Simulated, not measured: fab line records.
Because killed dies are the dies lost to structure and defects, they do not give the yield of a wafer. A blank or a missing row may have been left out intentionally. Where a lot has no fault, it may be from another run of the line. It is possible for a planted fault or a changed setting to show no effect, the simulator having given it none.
Problem report, 8D (eight disciplines) form, completed by code -- flow sky130 -- the parts of the form that need people (team, actions taken, sign-off) are left out

1. WHAT WENT WRONG
Mean LI_CONTACT_W_RS at SKY_LI_CONTACT_RS_MEAS_22: 0.211 ohm/sq over 4 wafers in 2 lots; fault-free wafers: 0.279 ohm/sq, standard deviation 0.0056. Relative to the usual mean, that is a shift of -12 standard deviations.
The step: measures by four-point-probe.
First observed at day 33 19:37: wafer L679.1, on film metro-02. At this step, 30 wafers from 10 lots have a number in the record. By rule, "out" or "out of limits" means more than 4 standard deviations away from the usual mean. The rest of the wafers with a number are treated as sound.

2. WHAT IT IS AND WHAT IT IS NOT
question,is,is not
which readings at this step,LI_CONTACT_W_RS,-
which lots,"L679, L680","L665, L667, L669, L670, L673, L681, L684, L686"
which wafers of those lots,"L679.1, L679.4, L680.1, L680.4","L679.6, L680.3"
read on which gauges,"film metro-02, film metro-03",film metro-04
when,from day 33 19:37,"up to then (16 sound wafers); but 10 sound wafers of L680, L681, L684, L686 came after"

3. SUSPECTS, AND WHAT RULES EACH OUT
Counting: a tool at a process step up to the reading stays a suspect if it ran every lot that is out. Sound lots after the first of them don't rule it out here, since some wafers of a struck lot are sound.
- the gauge at SKY_LI_CONTACT_RS_MEAS_22 is ruled out. Those wafers that are out were read across 2 gauges (film metro-02, film metro-03).
- plasma asher-04 at SKY_LI_CONTACT_STRIP_16 (strips in O2/N2): kept. It ran every lot that is out, first L679 (day 33 19:04); its last sound lot up to then is L670 (day 31 06:04).
- cvd w-02 at SKY_LI_CONTACT_CVD_21 (deposits W, target thk 400 nm, time 120.56 s): kept. It ran every lot that is out, first L679 (day 33 19:29); its last sound lot up to then is L667 (day 30 06:02).
Left after counting: plasma asher-04 at SKY_LI_CONTACT_STRIP_16, cvd w-02 at SKY_LI_CONTACT_CVD_21.

4. THE CAUSE (what the simulator had put in)
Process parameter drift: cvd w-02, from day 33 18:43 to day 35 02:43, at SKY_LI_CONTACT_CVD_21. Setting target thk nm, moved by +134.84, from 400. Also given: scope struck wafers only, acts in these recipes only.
Counting leaves 2 suspects; this tool is one of them.

5. THE CHAIN OF EFFECTS, in route order
One row per reading whose mean, taken over the struck wafers that have a number, lies over 3 standard deviations from the usual. Only readings whose record carries a usual standard deviation are examined. hours: median over the lots of the time between each lot's start at the first step of this table that gives one and its start at this step. sigmas: the change, counted in usual standard deviations.
hours,step,reading,usual,on struck wafers,change,sigmas
0,SKY_LI_CONTACT_RS_MEAS_22,LI_CONTACT_W_RS,0.279 ohm/sq,0.211,-0.068,-12
2,SKY_LI_CONTACT_THK_MEAS_23,LI_CONTACT_W_THK,420 nm,561,+141,+16
6,SKY_LI_CONTACT_CMP_24,time to endpoint s,97 s,131,+34,+8.4
It contains these process steps:
- SKY_LI_CONTACT_CMP_24: polishes, stops on PSG, t overpolish 20 s, target thk 0 nm.

6. WHAT WOULD HAVE CAUGHT IT SOONER
In this record the first reading out of limits at a measuring or inspecting step was taken at day 33 19:37, 1 hour after the fault began at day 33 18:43.
Tool readings at SKY_LI_CONTACT_CVD_21 with a usual standard deviation given in the record: none out on any struck wafer, hence no alarm at a limit of 4 standard deviations on them.
Among the 2 lots that are out, L680 began SKY_LI_CONTACT_CVD_21 on cvd w-02 after day 33 19:37. Had the tool been put on hold then, it would have been spared.
